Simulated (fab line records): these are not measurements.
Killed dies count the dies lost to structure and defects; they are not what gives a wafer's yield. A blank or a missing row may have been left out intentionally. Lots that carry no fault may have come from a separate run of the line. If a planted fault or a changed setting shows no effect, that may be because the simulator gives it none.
Which of the tools did it? :: flow gf180mcu :: 6 lots, 18 wafers sampled, at 3 steps of a route of 602

WHAT EACH GAUGE READ, for each wafer
GF_SALICIDE_RS_MEAS_04: measures by four-point-probe.
lot: L811
measured: day 14 14:19
on: film metro-02
SALICIDE_TIN_RS (ohm/sq): 16.14 16.03 16.32

lot: L814
measured: day 15 16:23
on: film metro-03
SALICIDE_TIN_RS (ohm/sq): 16.33 16.20 16.63

lot: L823
measured: day 19 22:04
on: film metro-03
SALICIDE_TIN_RS (ohm/sq): 16.15 14.45 16.17

lot: L826
measured: day 21 04:31
on: film metro-02
SALICIDE_TIN_RS (ohm/sq): 16.03 16.09 14.43

lot: L831
measured: day 23 06:03
on: film metro-02
SALICIDE_TIN_RS (ohm/sq): 16.01 15.91 16.21

lot: L832
measured: day 23 19:35
on: film metro-01
SALICIDE_TIN_RS (ohm/sq): 16.48 16.51 16.43

EACH LOT AND THE TOOL THAT RAN IT (in order: tool; ch and the chambers of the sampled wafers; start)
lot: L811
GF_NSD_STRIP_11: plasma asher-03 ch 0,1, day 12 20:29
GF_SALICIDE_SPUTTER_03: pvd sputter-03, day 14 14:17

lot: L814
GF_NSD_STRIP_11: plasma asher-01 ch 0,1, day 13 21:22
GF_SALICIDE_SPUTTER_03: pvd sputter-02, day 15 16:20

lot: L823
GF_NSD_STRIP_11: plasma asher-01 ch 0,1, day 17 19:31
GF_SALICIDE_SPUTTER_03: pvd sputter-03, day 19 22:02

lot: L826
GF_NSD_STRIP_11: plasma asher-02 ch 0,1, day 19 02:14
GF_SALICIDE_SPUTTER_03: pvd sputter-03, day 21 04:29

lot: L831
GF_NSD_STRIP_11: plasma asher-02 ch 0,1, day 21 06:10
GF_SALICIDE_SPUTTER_03: pvd sputter-02, day 23 06:01

lot: L832
GF_NSD_STRIP_11: plasma asher-02 ch 0,1, day 21 19:56
GF_SALICIDE_SPUTTER_03: pvd sputter-01, day 23 19:32
- GF_NSD_STRIP_11: strips in O2/N2.
- GF_SALICIDE_SPUTTER_03: material TiN, target thk 20 nm, time 16.7 s.

THE ANSWER, worked out from the rows above alone
Rule: the usual values come from the lots themselves. Put in order of their means at a reading, lots are off if they are a third of the lots or fewer, leave a main group of 4 or more, and stand apart from it by a gap of 3 or more times the standard deviation of the main group's means; of several such gaps the widest counts. A main group whose means are all the same, to the digits that the tables above print for the reading, isn't used. Also off: a lot with no number at a reading for which 4 or more lots have one. Where the step has rows for the other lots, those lots are counted as sound.
Nothing can be told from this: no lot is off at any reading shown.

WHAT THE SIMULATOR PUT IN
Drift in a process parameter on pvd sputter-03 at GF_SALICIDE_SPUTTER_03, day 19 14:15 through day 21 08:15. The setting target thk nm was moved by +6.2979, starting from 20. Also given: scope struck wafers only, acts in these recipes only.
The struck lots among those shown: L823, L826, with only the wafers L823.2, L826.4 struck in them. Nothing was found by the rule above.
